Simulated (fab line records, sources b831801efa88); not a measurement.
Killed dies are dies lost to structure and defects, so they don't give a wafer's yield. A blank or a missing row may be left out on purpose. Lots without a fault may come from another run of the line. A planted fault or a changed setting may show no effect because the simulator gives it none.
Chamber matching | flow gf180mcu | GF_V1_CMP_26 on cmp-02: 4 sister chambers
The step polishes, stops on SiO2, t overpolish 15 s, target thk 0 nm. 27 wafers are shown with their chamber, then 12 later ones without.

WAFERS WITH THEIR CHAMBER
wafer  | chamber | motor_current_A (A) | time_to_endpoint_s (s) | retaining_ring_pressure_frac
L074.4 | 0       | 11.4                | 85                     | 0.997
L074.5 | 1       | 11.7                | 80                     | 1.002
L074.6 | 0       | 12.2                | 88                     | 0.992
L075.2 | 1       | 12.5                | 81                     | 0.992
L075.3 | 0       | 11.2                | 89                     | 0.997
L075.6 | 1       | 11.6                | 82                     | 1.001
L076.1 | 0       | 11.4                | 89                     | 1.000
L076.4 | 1       | 11.7                | 80                     | 1.001
L076.5 | 3       | 9.5                 | 82                     | 1.003
L078.2 | 1       | 12.1                | 77                     | 0.999
L078.3 | 3       | 9.7                 | 78                     | 1.006
L078.5 | 1       | 11.5                | 80                     | 0.998
L079.1 | 1       | 12.1                | 77                     | 0.998
L079.2 | 2       | 9.2                 | 87                     | 1.014
L079.3 | 3       | 10.0                | 83                     | 1.002
L083.2 | 1       | 11.9                | 74                     | 1.003
L083.5 | 0       | 11.9                | 86                     | 0.993
L083.6 | 1       | 11.6                | 80                     | 1.003
L086.1 | 3       | 9.7                 | 80                     | 0.998
L086.2 | 0       | 11.9                | 86                     | 0.998
L086.3 | 2       | 9.4                 | 84                     | 0.998
L088.1 | 0       | 11.5                | 85                     | 0.998
L088.3 | 1       | 11.6                | 78                     | 1.004
L088.4 | 2       | 9.5                 | 85                     | 0.996
L090.2 | 3       | 9.9                 | 82                     | 0.994
L090.3 | 1       | 11.2                | 83                     | 0.990
L090.4 | 0       | 11.4                | 89                     | 0.992

SIGNATURES (means of the wafers above)
reading                      | chamber 0 | chamber 1 | chamber 2 | chamber 3 | scatter within a chamber
motor_current_A              | 11.613    | 11.773    | 9.367     | 9.760     | 0.315
time_to_endpoint_s           | 87.12     | 79.27     | 85.33     | 81.00     | 2.18
retaining_ring_pressure_frac | 0.99587   | 0.99918   | 1.00267   | 1.00060   | 0.00491
Rule: a wafer's distance from a chamber is the root of the sum, over the readings, of the square of ((its reading less the chamber's mean) divided by the reading's scatter). The wafer belongs to the nearest chamber; if the next one is less than 2 further off, it can't be placed. The scatter: the root of (the sum of the squares of (reading less its chamber's mean) over the shown wafers, divided by (wafers less chambers)).

WAFERS WITHOUT THEIR CHAMBER
wafer  | motor_current_A (A) | time_to_endpoint_s (s) | retaining_ring_pressure_frac
L091.3 | 9.5                 | 88                     | 1.005
L091.4 | 9.8                 | 82                     | 1.005
L091.5 | 9.2                 | 81                     | 1.003
L092.2 | 10.0                | 87                     | 1.002
L092.3 | 10.2                | 82                     | 0.991
L092.4 | 12.4                | 80                     | 0.995
L095.4 | 9.2                 | 83                     | 0.998
L095.5 | 10.3                | 81                     | 0.988
L095.6 | 9.4                 | 80                     | 1.000
L097.1 | 9.3                 | 83                     | 0.997
L097.4 | 11.9                | 77                     | 1.003
L097.5 | 9.7                 | 86                     | 0.995

WHICH CHAMBER EACH WENT THROUGH
wafer  | from the rows above     | in truth
L091.3 | 2                       | 2
L091.4 | can't be placed: 3 or 2 | 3
L091.5 | can't be placed: 3 or 2 | 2
L092.2 | can't be placed: 2 or 3 | 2
L092.3 | can't be placed: 3 or 2 | 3
L092.4 | can't be placed: 1 or 0 | 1
L095.4 | can't be placed: 2 or 3 | 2
L095.5 | can't be placed: 3 or 2 | 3
L095.6 | can't be placed: 3 or 2 | 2
L097.1 | can't be placed: 2 or 3 | 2
L097.4 | 1                       | 1
L097.5 | can't be placed: 2 or 3 | 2
Placed correctly: 2 of 12. Can't be placed from these rows: 10 (the true chamber is among the candidates in 10). Placed wrongly: 0.
